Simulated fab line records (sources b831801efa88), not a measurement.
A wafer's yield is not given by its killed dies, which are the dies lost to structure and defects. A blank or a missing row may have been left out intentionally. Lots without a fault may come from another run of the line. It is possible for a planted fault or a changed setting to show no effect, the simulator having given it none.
The tool behind it: which one? :: flow gf180mcu :: 14 lots, 42 wafers sampled, at 2 steps of a route of 602

WHAT THE GAUGES SHOWED, per wafer
GF_STI_THK_MEAS_30. Usual: for STI_OXIDATION_02_THK the level is 10.01 nm and the standard deviation is 0.16.
lot: L837
measured: day 2 07:47
on: filmMetro-04
STI_OXIDATION_02_THK (nm): 10.03 10.01 10.04
flag: 

lot: L839
measured: day 2 16:35
on: filmMetro-01
STI_OXIDATION_02_THK (nm): 10.00 9.96 10.03
flag: 

lot: L841
measured: day 3 05:26
on: filmMetro-04
STI_OXIDATION_02_THK (nm): 9.66 9.65 9.79
flag: 

lot: L842
measured: day 3 08:58
on: filmMetro-04
STI_OXIDATION_02_THK (nm): 10.03 9.97 10.02
flag: 

lot: L843
measured: day 3 12:08
on: filmMetro-04
STI_OXIDATION_02_THK (nm): 9.99 10.15 10.09
flag: 

lot: L849
measured: day 5 07:22
on: filmMetro-04
STI_OXIDATION_02_THK (nm): 9.85 10.00 10.01
flag: 

lot: L850
measured: day 5 13:06
on: filmMetro-02
STI_OXIDATION_02_THK (nm): 9.94 9.92 9.92
flag: 

lot: L851
measured: day 5 13:07
on: filmMetro-04
STI_OXIDATION_02_THK (nm): 10.23 10.10 9.87
flag: 

lot: L853
measured: day 5 21:54
on: filmMetro-04
STI_OXIDATION_02_THK (nm): 10.46 10.36 10.40
flag: 

lot: L854
measured: day 6 06:17
on: filmMetro-02
STI_OXIDATION_02_THK (nm): 9.98 9.94 9.96
flag: 

lot: L856
measured: day 6 12:42
on: filmMetro-02
STI_OXIDATION_02_THK (nm): 10.06 10.06 10.13
flag: 

lot: L857
measured: day 6 14:04
on: filmMetro-01
STI_OXIDATION_02_THK (nm): 9.87 9.87 9.51
flag: 

lot: L859
measured: day 7 02:08
on: filmMetro-01
STI_OXIDATION_02_THK (nm): 10.07 9.78 9.82
flag: 

lot: L860
measured: day 7 06:25
on: filmMetro-01
STI_OXIDATION_02_THK (nm): 10.00 10.11 9.87
flag: 

GF_NWELL_OVL_MEAS_07. Usual: for NWELL_OVL the level is 1.3 nm and the standard deviation is 1.4.
lot: L837
measured: day 3 09:04
on: overlay-02
NWELL_OVL (nm): -1.1 3.1 2.5
flag: 

lot: L839
measured: day 3 19:04
on: overlay-01
NWELL_OVL (nm): 4.0 2.7 0.4
flag: 

lot: L841
measured: day 4 08:48
on: overlay-01
NWELL_OVL (nm): 0.9 -0.2 3.1
flag: 

lot: L842
measured: day 4 11:46
on: overlay-01
NWELL_OVL (nm): 2.4 0.8 2.0
flag: 

lot: L843
measured: day 4 15:27
on: overlay-02
NWELL_OVL (nm): 2.8 4.6 2.9
flag: 

lot: L849
measured: day 6 10:58
on: overlay-02
NWELL_OVL (nm): -0.9 1.7 2.9
flag: 

lot: L850
measured: day 6 18:31
on: overlay-02
NWELL_OVL (nm): 1.4 -0.3 -0.6
flag: 

lot: L851
measured: day 6 18:18
on: overlay-02
NWELL_OVL (nm): 0.8 1.7 0.0
flag: 

lot: L853
measured: day 7 04:15
on: overlay-01
NWELL_OVL (nm): 1.5 0.0 3.2
flag: 

lot: L854
measured: day 7 12:21
on: overlay-02
NWELL_OVL (nm): -0.1 1.3 1.7
flag: 

lot: L856
measured: day 7 20:10
on: overlay-01
NWELL_OVL (nm): 2.7 2.7 3.3
flag: 

lot: L857
measured: day 7 21:27
on: overlay-02
NWELL_OVL (nm): 0.1 1.5 1.2
flag: 

lot: L859
measured: day 8 11:10
on: overlay-01
NWELL_OVL (nm): 3.1 2.5 3.3
flag: 

lot: L860
measured: day 8 14:39
on: overlay-02
NWELL_OVL (nm): 0.9 -0.2 3.4
flag: 

WHAT TOOL EACH LOT RAN ON (gives the tool, then ch and the chambers of the sampled wafers, and finally the start)
No process step before these readings appears in the record.

AS READ BY THE TOOLS THEMSELVES (means over the sampled wafers that have a number; for cases with no such wafer, the mark the record gives instead)
The record holds no such reading with a usual standard deviation.

THE ANSWER, worked out from the rows above alone
Rule: lot off if the mean of its wafers having a number is beyond 3 standard deviations from the usual mean. A lot without any number at a reading at which 4 lots or more have one is off too. Any other lot the step has rows for is counted as sound. Order of review: gauges by route order, followed by the tools' own readings, for which a lot's mean as printed above is used. The first step at which some lot is off is used, and at that step the reading that is off furthest; a lot without a number counts as furthest.
Nothing can be told from this: no lot is off at any reading shown.

WHAT THE SIMULATOR PUT IN
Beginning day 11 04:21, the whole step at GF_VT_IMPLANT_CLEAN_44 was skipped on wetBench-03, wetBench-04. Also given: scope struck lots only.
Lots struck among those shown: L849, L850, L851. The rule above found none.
